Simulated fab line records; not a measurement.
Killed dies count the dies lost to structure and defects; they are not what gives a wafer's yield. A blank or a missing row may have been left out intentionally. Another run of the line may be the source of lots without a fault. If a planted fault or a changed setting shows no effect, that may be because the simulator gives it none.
fab line records	flow gf180mcu
record: lots: 24	wafers: 72	lastDay: 34
route steps=602 shown V2@397 M3@411 M4@462 V4@479
lots that met no fault: taken from a fault-free run of the same line
startH: hours from the record's opening day to when the first of the lot's shown wafers began	waitH: time in hours since the lot's previous step	" as in the row above	L1.1+2: a row that stands for several wafers	- no value, or no start was given	* or withheld: withheld	< > ~ a bound
route shown NAME@n: NAME is a module with steps in the file, n the number in the route of the first one	usual: mean/standard deviation of fault-free wafers	same: alike in all rows	chamber/n: place in a boat	sites: readings site by site	_std_site: the standard deviation of these	_edge_site: outer sites' mean less inner sites'	radiusMm: for every site, how far away it sits from the centre of the wafer	mask NAME#n: copy n	behind: tool/chamber where the wafer was last shaped	hold: reason for holding the lot/hours on hold/outcome of the hold	device: transistor that didn't switch, given as n, p or np	end of line: the same wafers' tests at the end of the route	a step given without rows: its recipe and nothing more	killed: the dies lost at the first sort to structure and to defects; this is not the yield of the wafer	map: a wafer's dies, marking killed ones x, the rest . and places with no die _
set.NAME: the setting that was run; set.NAME@STEP: the one run at that earlier step	model.NAME: the simulator's own value behind a step, which no gauge read
route steps across a sampled set of lots; one table per step, one row per wafer
services: when a tool's chamber went out of use (startH, in hours from the record's first day, below 0 if earlier), for how many hours, and the reason
== steps ==
step: GF_V2_OVL_MEAS_15
usual: V2_OVL: -3/5.1
lot.wafer	tool	chamber	startH	waitH	V2_OVL[nm]
L074.1	overlay-02	-	463.99	0.1	-5
L074.2	"	-	"	"	-2
L074.6	"	-	"	"	-9
L075.1	overlay-01	-	475.22	0.1	-3
L075.3	"	-	"	"	-6
L075.6	"	-	"	"	-3
L076.1	overlay-02	-	479.99	0.1	2
L076.3	"	-	"	"	1
L076.5	"	-	"	"	-1
L077.4	overlay-02	-	490.09	0.1	-11
L077.5	"	-	"	"	-10
L077.6	"	-	"	"	-11
L078.2	overlay-01	-	505.27	0.1	5
L078.3	"	-	"	"	2
L078.4	"	-	"	"	3
L079.1	overlay-02	-	512.94	0.1	-8
L079.4	"	-	"	"	-14
L079.6	"	-	"	"	-5
L080.3	overlay-01	-	521.20	0.1	-7
L080.4	"	-	"	"	-2
L080.6	"	-	"	"	-2
L081.2	overlay-02	-	532.85	0.1	-3
L081.3	"	-	"	"	-2
L081.5	"	-	"	"	-3
L082.3	overlay-02	-	540.30	0.1	-11
L082.4	"	-	"	"	-9
L082.6	"	-	"	"	4
L083.1	overlay-01	-	543.54	0.1	6
L083.5	"	-	"	"	5
L083.6	"	-	"	"	5
L084.1	overlay-01	-	554.69	0.1	-4
L084.2	"	-	"	"	-10
L084.6	"	-	"	"	0
L085.1	overlay-01	-	560.01	0.1	1
L085.4	"	-	"	"	-4
L085.6	"	-	"	"	-6
L086.3	overlay-01	-	565.75	0.1	-9
L086.4	"	-	"	"	-8
L086.5	"	-	"	"	-6
L087.4	overlay-02	-	571.93	0.1	-8
L087.5	"	-	"	"	-3
L087.6	"	-	"	"	-9
L088.1	overlay-02	-	585.29	0.1	2
L088.4	"	-	"	"	-8
L088.5	"	-	"	"	-1
L089.2	overlay-02	-	590.72	0.1	8
L089.3	"	-	"	"	3
L089.5	"	-	"	"	6
L090.3	overlay-02	-	596.45	0.1	2
L090.4	"	-	"	"	9
L090.6	"	-	"	"	3
L091.1	overlay-01	-	610.01	0.1	-4
L091.4	"	-	"	"	-6
L091.5	"	-	"	"	-10
L092.2	overlay-01	-	610.69	0.1	-8
L092.3	"	-	"	"	1
L092.4	"	-	"	"	2
L093.3	overlay-01	-	615.72	0.1	-5
L093.4	"	-	"	"	2
L093.5	"	-	"	"	-1
L094.1	overlay-02	-	626.06	0.1	-3
L094.2	"	-	"	"	2
L094.4	"	-	"	"	-2
L095.1	overlay-01	-	635.19	0.1	-1
L095.3	"	-	"	"	4
L095.5	"	-	"	"	3
L096.1	overlay-02	-	641.39	0.1	-4
L096.2	"	-	"	"	1
L096.6	"	-	"	"	-2
L097.1	overlay-02	-	648.29	0.1	-7
L097.2	"	-	"	"	-3
L097.3	"	-	"	"	-9
step: GF_V2_RS_MEAS_24
recipe: thkMeasGauge: four-point-probe	reads: W_of_V2_CVD_23+TiN_of_V2_SPUTTER_22+Ti_of_V2_SPUTTER_21
usual: V2_W_RS: 0.329/0.0049
lot.wafer	tool	chamber	startH	waitH	V2_W_RS[ohm/sq]
L074.1	filmMetro-02	-	464.95	0.1	0.327
L074.2	"	-	"	"	0.329
L074.6	"	-	"	"	0.327
L075.1	filmMetro-01	-	476.14	0.1	0.330
L075.3	"	-	"	"	0.329
L075.6	"	-	"	"	0.328
L076.1	filmMetro-01	-	480.97	0.1	0.328
L076.3	"	-	"	"	0.326
L076.5	"	-	"	"	0.325
L077.4	filmMetro-01	-	491.08	0.1	0.329
L077.5	"	-	"	"	0.331
L077.6	"	-	"	"	0.332
L078.2	filmMetro-01	-	506.26	0.1	0.324
L078.3	"	-	"	"	0.327
L078.4	"	-	"	"	0.328
L079.1	filmMetro-02	-	513.89	0.1	0.334
L079.4	"	-	"	"	0.335
L079.6	"	-	"	"	0.335
L080.3	filmMetro-02	-	522.15	0.1	0.331
L080.4	"	-	"	"	0.336
L080.6	"	-	"	"	0.340
L081.2	filmMetro-01	-	533.77	0.1	0.324
L081.3	"	-	"	"	0.324
L081.5	"	-	"	"	0.323
L082.3	filmMetro-02	-	541.24	0.1	0.337
L082.4	"	-	"	"	0.331
L082.6	"	-	"	"	0.339
L083.1	filmMetro-02	-	544.45	0.1	0.324
L083.5	"	-	"	"	0.325
L083.6	"	-	"	"	0.325
L084.1	filmMetro-02	-	555.63	0.1	0.336
L084.2	"	-	"	"	0.333
L084.6	"	-	"	"	0.333
L085.1	filmMetro-01	-	561.02	0.1	0.326
L085.4	"	-	"	"	0.326
L085.6	"	-	"	"	0.327
L086.3	filmMetro-02	-	566.69	0.1	0.330
L086.4	"	-	"	"	0.332
L086.5	"	-	"	"	0.332
L087.4	filmMetro-02	-	572.88	0.1	0.326
L087.5	"	-	"	"	0.326
L087.6	"	-	"	"	0.329
L088.1	filmMetro-02	-	586.20	0.1	0.337
L088.4	"	-	"	"	0.334
L088.5	"	-	"	"	0.340
L089.2	filmMetro-03	-	591.64	0.1	0.332
L089.3	"	-	"	"	0.330
L089.5	"	-	"	"	0.326
L090.3	filmMetro-03	-	597.40	0.1	0.330
L090.4	"	-	"	"	0.336
L090.6	"	-	"	"	0.333
L091.1	filmMetro-03	-	611.01	0.1	0.330
L091.4	"	-	"	"	0.326
L091.5	"	-	"	"	0.328
L092.2	filmMetro-03	-	611.62	0.1	0.325
L092.3	"	-	"	"	0.325
L092.4	"	-	"	"	0.327
L093.3	filmMetro-02	-	616.66	0.1	0.326
L093.4	"	-	"	"	0.321
L093.5	"	-	"	"	0.327
L094.1	filmMetro-02	-	626.97	0.1	0.337
L094.2	"	-	"	"	0.333
L094.4	"	-	"	"	0.333
L095.1	filmMetro-03	-	636.21	0.2	0.328
L095.3	"	-	"	"	0.328
L095.5	"	-	"	"	0.327
L096.1	filmMetro-02	-	642.44	0.2	0.320
L096.2	"	-	"	"	0.321
L096.6	"	-	"	"	0.320
L097.1	filmMetro-01	-	649.21	0.1	0.340
L097.2	"	-	"	"	0.331
L097.3	"	-	"	"	0.338
step: GF_M3_SPUTTER_02
recipe: material: AlCu	targetThkNm: 450	powerW: 10600	timeS: 23.9	chamberPressurePa: 0.4
usual: chamberPressurePa: 0.4000/0.00076	throttleValvePct: 30.3/1.1
lot.wafer	tool	chamber	startH	waitH	chamberPressurePa	throttleValvePct
L074.1	pvdSputter-01	-	465.56	0.0	0.3992	30.9
L074.2	"	-	"	"	0.4005	30.0
L074.6	"	-	"	"	0.3991	29.8
L075.1	pvdSputter-04	-	476.75	0.0	0.3998	29.9
L075.3	"	-	"	"	0.3994	30.0
L075.6	"	-	"	"	0.4005	30.0
L076.1	pvdSputter-03	-	481.58	0.0	0.3996	30.8
L076.3	"	-	"	"	0.3997	27.9
L076.5	"	-	"	"	0.3999	30.7
L077.4	pvdSputter-04	-	491.65	0.0	0.3991	30.2
L077.5	"	-	"	"	0.4008	29.8
L077.6	"	-	"	"	0.3994	31.6
L078.2	pvdSputter-03	-	506.85	0.0	0.4001	30.6
L078.3	"	-	"	"	0.3992	31.6
L078.4	"	-	"	"	0.4004	27.7
L079.1	pvdSputter-04	-	514.50	0.0	0.4004	31.0
L079.4	"	-	"	"	0.3997	30.0
L079.6	"	-	"	"	0.4012	30.3
L080.3	pvdSputter-03	-	522.72	0.0	0.3994	31.0
L080.4	"	-	"	"	0.3996	30.6
L080.6	"	-	"	"	0.4001	27.9
L081.2	pvdSputter-04	-	534.36	0.0	0.3982	31.4
L081.3	"	-	"	"	0.3994	31.3
L081.5	"	-	"	"	0.4007	30.4
L082.3	pvdSputter-04	-	541.81	0.0	0.3998	31.1
L082.4	"	-	"	"	0.3999	30.3
L082.6	"	-	"	"	0.3997	30.9
L083.1	pvdSputter-04	-	545.06	0.0	0.4004	29.6
L083.5	"	-	"	"	0.4003	31.6
L083.6	"	-	"	"	0.4010	30.1
L084.1	pvdSputter-01	-	556.24	0.0	0.3990	31.0
L084.2	"	-	"	"	0.3999	30.9
L084.6	"	-	"	"	0.4001	30.7
L085.1	pvdSputter-01	-	561.63	0.0	0.4000	30.9
L085.4	"	-	"	"	0.3981	31.0
L085.6	"	-	"	"	0.4002	30.9
L086.3	pvdSputter-03	-	567.26	0.0	0.4001	27.8
L086.4	"	-	"	"	0.3988	31.1
L086.5	"	-	"	"	0.3988	31.0
L087.4	pvdSputter-04	-	573.43	0.0	0.3994	30.1
L087.5	"	-	"	"	0.3998	31.5
L087.6	"	-	"	"	0.4007	29.5
L088.1	pvdSputter-01	-	586.81	0.0	0.3999	31.2
L088.4	"	-	"	"	0.3997	30.1
L088.5	"	-	"	"	0.4008	28.2
L089.2	pvdSputter-04	-	592.23	0.0	0.3996	29.9
L089.3	"	-	"	"	0.4001	31.3
L089.5	"	-	"	"	0.4018	31.5
L090.3	pvdSputter-03	-	597.97	0.0	0.4009	31.5
L090.4	"	-	"	"	0.3993	30.8
L090.6	"	-	"	"	0.4000	27.7
L091.1	pvdSputter-03	-	611.62	0.0	0.4002	31.4
L091.4	"	-	"	"	0.4007	28.0
L091.5	"	-	"	"	0.4008	31.2
L092.2	pvdSputter-01	-	612.21	0.0	0.4013	30.8
L092.3	"	-	"	"	0.4008	30.1
L092.4	"	-	"	"	0.3998	30.9
L093.3	pvdSputter-01	-	617.23	0.0	0.3988	30.9
L093.4	"	-	"	"	0.3998	29.9
L093.5	"	-	"	"	0.3987	30.8
L094.1	pvdSputter-01	-	627.58	0.0	0.4001	28.6
L094.2	"	-	"	"	0.3999	30.0
L094.4	"	-	"	"	0.3993	30.8
L095.1	pvdSputter-04	-	636.82	0.0	0.3993	31.1
L095.3	"	-	"	"	0.3999	30.3
L095.5	"	-	"	"	0.3998	30.1
L096.1	pvdSputter-01	-	643.06	0.0	0.3999	30.0
L096.2	"	-	"	"	0.4008	28.6
L096.6	"	-	"	"	0.3998	29.9
L097.1	pvdSputter-01	-	649.83	0.0	0.4005	30.0
L097.2	"	-	"	"	0.3998	30.9
L097.3	"	-	"	"	0.3994	28.3
step: GF_M3_METAL_ETCH_16
recipe: chemistry: Cl2/BCl3	maskMaterial: KrF	targetDepthNm: 627.5	stopOn: SiO2	pressureMtorr: 8	icpW: 800	biasW: 140	Cl2_flow_sccm: 80	bcl3FlowSccm: 40	timeS: 104.6
usual: bcl3FlowSccm: 40.01/0.12	biasW: 140.1/0.41	drypumpMotorCurrentA: 5.7/0.55	oesProductAu: 0.970/0.0058	rfFwdPowerW: 794.3/2.7	throttleValvePct: 28.250/0.0098
lot.wafer	tool	chamber	startH	waitH	bcl3FlowSccm	biasW	drypumpMotorCurrentA	oesProductAu	rfFwdPowerW	rfHoursCounterH	throttleValvePct
L074.1	rieMetal-01	1	489.87	0.0	40.07	140.3	5.8	0.954	788.4	7	28.256
L074.2	"	0	"	"	39.97	140.7	6.7	0.960	798.1	0	28.247
L074.6	"	0	"	"	39.84	140.8	6.7	0.970	798.0	-	28.262
L075.1	rieMetal-01	0	500.81	0.0	40.26	139.8	6.7	0.969	796.0	0	28.265
L075.3	"	0	"	"	40.15	139.3	6.7	0.965	796.7	-	28.259
L075.6	"	1	"	"	39.96	140.5	5.8	0.974	796.6	-	28.222
L076.1	rieMetal-04	1	505.21	0.0	40.00	140.1	5.1	0.963	791.5	10	28.250
L076.3	"	1	"	"	39.78	139.9	5.1	0.974	793.0	-	28.253
L076.5	"	1	"	"	39.89	140.1	5.1	0.960	794.5	-	28.253
L077.4	rieMetal-04	1	515.69	0.1	40.13	140.4	5.2	0.976	797.0	-	28.241
L077.5	"	1	"	"	40.11	139.7	5.2	0.961	792.7	-	28.257
L077.6	"	1	"	"	40.02	140.1	5.1	0.976	796.1	-	28.245
L078.2	rieMetal-03	1	529.66	0.0	39.80	139.9	5.5	0.967	794.5	5	28.254
L078.3	"	1	"	"	39.77	139.8	5.6	0.978	793.0	-	28.250
L078.4	"	0	"	"	40.01	140.0	5.3	0.970	796.9	-	28.244
L079.1	rieMetal-01	1	537.67	0.0	40.10	139.7	5.8	0.966	792.1	9	28.249
L079.4	"	0	"	"	40.07	140.9	6.7	0.972	795.9	-	28.263
L079.6	"	0	"	"	40.02	140.7	6.7	0.965	792.4	-	28.262
L080.3	rieMetal-03	1	546.11	0.1	39.96	140.1	5.5	0.965	793.7	-	28.252
L080.4	"	0	"	"	39.91	140.7	5.3	0.965	786.8	-	28.262
L080.6	"	0	"	"	39.97	140.0	5.3	0.962	792.7	-	28.250
L081.2	rieMetal-01	0	556.02	0.0	39.99	140.3	6.7	0.972	795.5	2	28.250
L081.3	"	0	"	"	39.89	140.0	6.7	0.979	793.8	-	28.254
L081.5	"	1	"	"	39.94	140.2	5.8	0.969	796.0	-	28.246
L082.3	rieMetal-03	0	563.95	0.1	40.10	140.2	5.3	0.980	796.0	-	28.256
L082.4	"	0	"	"	40.14	140.6	5.3	0.967	793.2	-	28.258
L082.6	"	0	"	"	39.95	140.1	5.3	0.971	793.9	-	28.251
L083.1	rieMetal-01	0	566.96	0.0	39.87	139.9	6.7	0.971	793.7	2	28.239
L083.5	"	0	"	"	39.98	140.4	6.7	0.971	789.8	-	28.241
L083.6	"	1	"	"	40.06	139.8	5.8	0.956	792.1	-	28.241
L084.1	rieMetal-04	0	577.97	0.0	39.94	140.4	6.2	0.971	791.4	1	28.241
L084.2	"	1	"	"	40.22	140.1	5.1	0.971	792.1	13	28.256
L084.6	"	0	"	"	39.88	140.1	6.2	0.971	790.7	-	28.252
L085.1	rieMetal-01	1	583.01	0.0	39.98	139.7	5.8	0.967	795.5	10	28.226
L085.4	"	1	"	"	40.14	139.7	5.8	0.966	795.2	-	28.253
L085.6	"	0	"	"	40.24	140.0	6.8	0.969	796.4	-	28.250
L086.3	rieMetal-03	1	589.14	0.1	39.95	140.0	5.6	0.982	794.6	-	28.233
L086.4	"	0	"	"	39.85	139.6	5.3	0.976	791.8	-	28.251
L086.5	"	1	"	"	40.06	139.4	5.5	0.982	793.0	-	28.249
L087.4	rieMetal-03	0	595.24	0.0	40.11	139.5	5.3	0.971	796.2	-	28.252
L087.5	"	1	"	"	40.11	140.5	5.5	0.979	797.8	-	28.248
L087.6	"	0	"	"	40.17	140.8	5.3	0.979	796.3	-	28.241
L088.1	rieMetal-03	0	607.97	0.0	40.14	139.6	5.3	0.968	792.3	1	28.254
L088.4	"	1	"	"	40.16	140.0	5.5	0.961	795.4	-	28.262
L088.5	"	0	"	"	40.18	139.5	5.3	0.967	791.8	-	28.258
L089.2	rieMetal-01	0	613.17	0.0	39.97	140.3	6.7	0.963	799.5	4	28.249
L089.3	"	0	"	"	39.89	140.9	6.7	0.971	798.0	-	28.247
L089.5	"	1	"	"	40.04	140.4	5.8	0.959	798.0	-	28.256
L090.3	rieMetal-04	0	618.71	0.1	40.14	140.7	6.3	0.973	793.3	-	28.242
L090.4	"	1	"	"	39.90	140.6	5.1	0.964	797.2	-	28.263
L090.6	"	0	"	"	40.31	140.7	6.3	0.970	796.3	-	28.234
L091.1	rieMetal-01	0	632.37	0.0	40.05	139.0	6.7	0.968	791.7	4	28.253
L091.4	"	1	"	"	39.95	139.9	5.7	0.970	794.8	-	28.250
L091.5	"	0	"	"	40.16	139.6	6.7	0.976	793.0	-	28.260
L092.2	rieMetal-04	0	633.09	0.1	40.02	139.8	6.3	0.972	793.7	-	28.254
L092.3	"	0	"	"	39.86	140.3	6.3	0.974	794.6	-	28.278
L092.4	"	0	"	"	40.05	140.5	6.3	0.969	797.2	-	28.267
L093.3	rieMetal-03	1	637.56	0.1	39.93	140.5	5.5	0.969	793.9	-	28.252
L093.4	"	0	"	"	40.11	139.6	5.3	0.971	790.7	-	28.265
L093.5	"	0	"	"	40.26	139.8	5.3	0.976	794.5	-	28.257
L094.1	rieMetal-03	0	648.12	0.0	39.76	140.9	5.3	0.974	791.6	2	28.257
L094.2	"	1	"	"	40.06	139.7	5.5	0.975	791.8	9	28.256
L094.4	"	0	"	"	39.93	139.7	5.3	0.970	790.9	-	28.249
L095.1	rieMetal-03	0	656.77	0.0	40.01	140.5	5.3	0.980	793.4	2	28.238
L095.3	"	1	"	"	40.03	139.8	5.5	0.971	795.4	-	28.234
L095.5	"	0	"	"	39.85	140.2	5.3	0.979	796.1	-	28.268
L096.1	rieMetal-03	0	661.96	0.0	40.01	139.4	5.3	0.984	794.6	2	28.247
L096.2	"	1	"	"	39.94	139.9	5.5	0.976	789.5	9	28.256
L096.6	"	1	"	"	39.99	140.0	5.5	0.979	792.5	-	28.237
L097.1	rieMetal-04	1	669.22	0.0	39.91	140.3	5.1	0.974	794.0	1	28.250
L097.2	"	0	"	"	39.85	140.1	6.3	0.975	795.4	5	28.244
L097.3	"	1	"	"	40.14	140.2	5.1	0.969	792.8	-	28.260
step: GF_M4_THK_MEAS_06
recipe: thkMeasGauge: xrf	reads: AlCu_of_M4_SPUTTER_02
usual: M4_ALCU_THK: 445/4.9
lot.wafer	tool	chamber	startH	waitH	M4_ALCU_THK[nm]
L074.1	filmMetro-04	-	516.44	0.1	447
L074.2	"	-	"	"	444
L074.6	"	-	"	"	447
L075.1	filmMetro-03	-	526.63	0.1	446
L075.3	"	-	"	"	449
L075.6	"	-	"	"	448
L076.1	filmMetro-03	-	530.39	0.1	442
L076.3	"	-	"	"	444
L076.5	"	-	"	"	441
L077.4	filmMetro-04	-	541.72	0.1	451
L077.5	"	-	"	"	443
L077.6	"	-	"	"	446
L078.2	filmMetro-04	-	554.74	0.1	450
L078.3	"	-	"	"	453
L078.4	"	-	"	"	441
L079.1	filmMetro-03	-	562.85	0.1	444
L079.4	"	-	"	"	445
L079.6	"	-	"	"	441
L080.3	filmMetro-01	-	571.87	0.1	442
L080.4	"	-	"	"	445
L080.6	"	-	"	"	440
L081.2	filmMetro-04	-	581.25	0.1	450
L081.3	"	-	"	"	447
L081.5	"	-	"	"	449
L082.3	filmMetro-04	-	588.36	0.1	453
L082.4	"	-	"	"	444
L082.6	"	-	"	"	455
L083.1	filmMetro-04	-	591.75	0.1	443
L083.5	"	-	"	"	442
L083.6	"	-	"	"	443
L084.1	filmMetro-01	-	602.50	0.1	440
L084.2	"	-	"	"	444
L084.6	"	-	"	"	443
L085.1	filmMetro-04	-	607.35	0.1	438
L085.4	"	-	"	"	450
L085.6	"	-	"	"	446
L086.3	filmMetro-03	-	612.79	0.1	448
L086.4	"	-	"	"	444
L086.5	"	-	"	"	446
L087.4	filmMetro-01	-	618.82	0.1	445
L087.5	"	-	"	"	443
L087.6	"	-	"	"	444
L088.1	filmMetro-01	-	631.27	0.1	444
L088.4	"	-	"	"	439
L088.5	"	-	"	"	438
L089.2	filmMetro-04	-	636.60	0.1	452
L089.3	"	-	"	"	447
L089.5	"	-	"	"	450
L090.3	filmMetro-03	-	641.72	0.1	444
L090.4	"	-	"	"	448
L090.6	"	-	"	"	443
L091.1	filmMetro-04	-	654.57	0.1	455
L091.4	"	-	"	"	454
L091.5	"	-	"	"	447
L092.2	filmMetro-04	-	656.05	0.1	448
L092.3	"	-	"	"	448
L092.4	"	-	"	"	446
L093.3	filmMetro-01	-	660.10	0.1	439
L093.4	"	-	"	"	440
L093.5	"	-	"	"	446
L094.1	filmMetro-03	-	670.23	0.1	432
L094.2	"	-	"	"	437
L094.4	"	-	"	"	435
L095.1	filmMetro-04	-	678.75	0.1	452
L095.3	"	-	"	"	443
L095.5	"	-	"	"	448
L096.1	filmMetro-04	-	683.85	0.1	450
L096.2	"	-	"	"	446
L096.6	"	-	"	"	447
L097.1	filmMetro-01	-	691.30	0.1	441
L097.2	"	-	"	"	430
L097.3	"	-	"	"	437
step: GF_V4_THK_MEAS_03
recipe: reads: SiO2_of_V4_CVD_02
usual: V4_CVD_02_THK: 848/11
lot.wafer	tool	chamber	startH	waitH	V4_CVD_02_THK[nm]
L074.1	filmMetro-01	-	540.62	0.0	839
L074.2	"	-	"	"	840
L074.6	"	-	"	"	858
L075.1	filmMetro-01	-	549.80	0.0	838
L075.3	"	-	"	"	848
L075.6	"	-	"	"	859
L076.1	filmMetro-03	-	552.60	0.0	848
L076.3	"	-	"	"	859
L076.5	"	-	"	"	872
L077.4	filmMetro-03	-	563.87	0.0	858
L077.5	"	-	"	"	851
L077.6	"	-	"	"	879
L078.2	filmMetro-02	-	577.20	0.0	851
L078.3	"	-	"	"	843
L078.4	"	-	"	"	851
L079.1	filmMetro-02	-	585.14	0.0	851
L079.4	"	-	"	"	862
L079.6	"	-	"	"	855
L080.3	filmMetro-02	-	594.11	0.1	852
L080.4	"	-	"	"	854
L080.6	"	-	"	"	859
L081.2	filmMetro-02	-	602.60	0.0	819
L081.3	"	-	"	"	823
L081.5	"	-	"	"	847
L082.3	filmMetro-02	-	610.99	0.1	841
L082.4	"	-	"	"	848
L082.6	"	-	"	"	850
L083.1	filmMetro-01	-	613.10	0.0	845
L083.5	"	-	"	"	855
L083.6	"	-	"	"	844
L084.1	filmMetro-02	-	624.40	0.0	840
L084.2	"	-	"	"	844
L084.6	"	-	"	"	847
L085.1	filmMetro-02	-	627.80	0.0	832
L085.4	"	-	"	"	837
L085.6	"	-	"	"	852
L086.3	filmMetro-01	-	634.61	0.1	841
L086.4	"	-	"	"	858
L086.5	"	-	"	"	860
L087.4	filmMetro-02	-	640.18	0.0	864
L087.5	"	-	"	"	854
L087.6	"	-	"	"	848
L088.1	filmMetro-02	-	651.69	0.0	840
L088.4	"	-	"	"	855
L088.5	"	-	"	"	844
L089.2	filmMetro-03	-	657.31	0.0	844
L089.3	"	-	"	"	837
L089.5	"	-	"	"	861
L090.3	filmMetro-03	-	662.14	0.1	846
L090.4	"	-	"	"	851
L090.6	"	-	"	"	867
L091.1	filmMetro-01	-	674.69	0.0	847
L091.4	"	-	"	"	867
L091.5	"	-	"	"	851
L092.2	filmMetro-03	-	676.41	0.0	832
L092.3	"	-	"	"	841
L092.4	"	-	"	"	843
L093.3	filmMetro-01	-	680.28	0.1	836
L093.4	"	-	"	"	850
L093.5	"	-	"	"	839
L094.1	filmMetro-03	-	690.24	0.0	830
L094.2	"	-	"	"	828
L094.4	"	-	"	"	841
L095.1	filmMetro-01	-	698.01	0.0	851
L095.3	"	-	"	"	845
L095.5	"	-	"	"	863
L096.1	filmMetro-02	-	703.93	0.0	845
L096.2	"	-	"	"	854
L096.6	"	-	"	"	864
L097.1	filmMetro-02	-	710.57	0.0	844
L097.2	"	-	"	"	847
L097.3	"	-	"	"	841
== services ==
tool	chamber	startH	hours	kind
pvdSputter-01	0	445.29	-	consumableReplace:kit
pvdSputter-01	0	445.29	18.0	scheduledDown
pvdSputter-01	0	445.29	18.0	ventCycle
pvdSputter-01	-	455.96	2.0	repair
rieMetal-01	0	462.31	-	clean
rieMetal-01	0	462.31	23.9	scheduledDown
rieMetal-01	0	462.31	23.9	ventCycle
pvdSputter-03	-	464.29	0.8	repair
rieMetal-01	1	464.55	14.8	repair
pvdSputter-04	2	525.94	-	consumableReplace:kit
pvdSputter-04	2	525.94	18.0	scheduledDown
pvdSputter-04	2	525.94	18.0	ventCycle
rieMetal-03	1	556.01	9.3	repair
rieMetal-03	0	565.34	-	clean
rieMetal-03	0	565.34	19.4	scheduledDown
rieMetal-03	0	565.34	19.4	ventCycle
pvdSputter-01	3	587.89	-	consumableReplace:kit
pvdSputter-01	3	587.89	18.0	scheduledDown
pvdSputter-01	3	587.89	18.0	ventCycle
rieMetal-03	-	618.07	2.8	pm
rieMetal-04	-	642.00	0.9	repair
rieMetal-01	1	666.51	-	clean
rieMetal-01	1	666.51	30.8	scheduledDown
pvdSputter-04	-	669.01	2.0	repair
== key ==
fault none
